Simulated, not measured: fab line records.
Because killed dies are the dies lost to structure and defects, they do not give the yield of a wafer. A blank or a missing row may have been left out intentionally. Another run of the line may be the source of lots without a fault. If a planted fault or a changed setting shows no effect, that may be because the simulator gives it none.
Matching of chambers || flow sky130 || SKY_CONTACT_CVD_00 on pecvd-02: 3 sister chambers
The step deposits Si3N4, target thk 75 nm. 3 wafers are shown with their chamber, then 9 later ones without.

== WAFERS PAIRED WITH THEIR CHAMBERS ==
{"wafer": "L087.5", "chamber": 1, "heaterPowerW (W)": 621}
{"wafer": "L089.3", "chamber": 0, "heaterPowerW (W)": 675}
{"wafer": "L089.4", "chamber": 2, "heaterPowerW (W)": 552}

== WAFERS WHOSE CHAMBER IS MISSING ==
{"wafer": "L090.3", "heaterPowerW (W)": 743}
{"wafer": "L090.5", "heaterPowerW (W)": 654}
{"wafer": "L090.6", "heaterPowerW (W)": 748}
{"wafer": "L093.2", "heaterPowerW (W)": 745}
{"wafer": "L093.3", "heaterPowerW (W)": 713}
{"wafer": "L093.5", "heaterPowerW (W)": 597}
{"wafer": "L096.3", "heaterPowerW (W)": 698}
{"wafer": "L096.4", "heaterPowerW (W)": 714}
{"wafer": "L096.5", "heaterPowerW (W)": 597}

== CHAMBER TAKEN BY EACH ==
{"wafer": "L090.3", "from the rows above": "can't be placed: 0 or 1", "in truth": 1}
{"wafer": "L090.5", "from the rows above": "can't be placed: 0 or 1 or 2", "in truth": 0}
{"wafer": "L090.6", "from the rows above": "can't be placed: 0 or 1", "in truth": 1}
{"wafer": "L093.2", "from the rows above": "can't be placed: 0 or 1", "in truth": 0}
{"wafer": "L093.3", "from the rows above": "can't be placed: 0 or 1", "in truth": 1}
{"wafer": "L093.5", "from the rows above": "can't be placed: 1 or 2 or 0", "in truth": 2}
{"wafer": "L096.3", "from the rows above": "can't be placed: 0 or 1", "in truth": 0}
{"wafer": "L096.4", "from the rows above": "can't be placed: 0 or 1", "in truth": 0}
{"wafer": "L096.5", "from the rows above": "can't be placed: 1 or 2 or 0", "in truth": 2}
Placed correctly: 0 of 9. These rows do not allow placing 9 (true chamber among the candidates in 9). Placed wrongly: 0.
How it was worked out, from the rows above alone: a wafer's distance from a chamber is the root of the sum, over the readings, of the square of ((its reading less the chamber's mean) divided by the reading's scatter). If the next closest chamber is less than 2 further off than the closest, the wafer can't be placed; otherwise it belongs to the closest. Each chamber's mean is taken over the wafers shown for it. The scatter: with one shown wafer a chamber, the root of the mean of the squares of how far each hidden wafer lies from its nearest shown one.
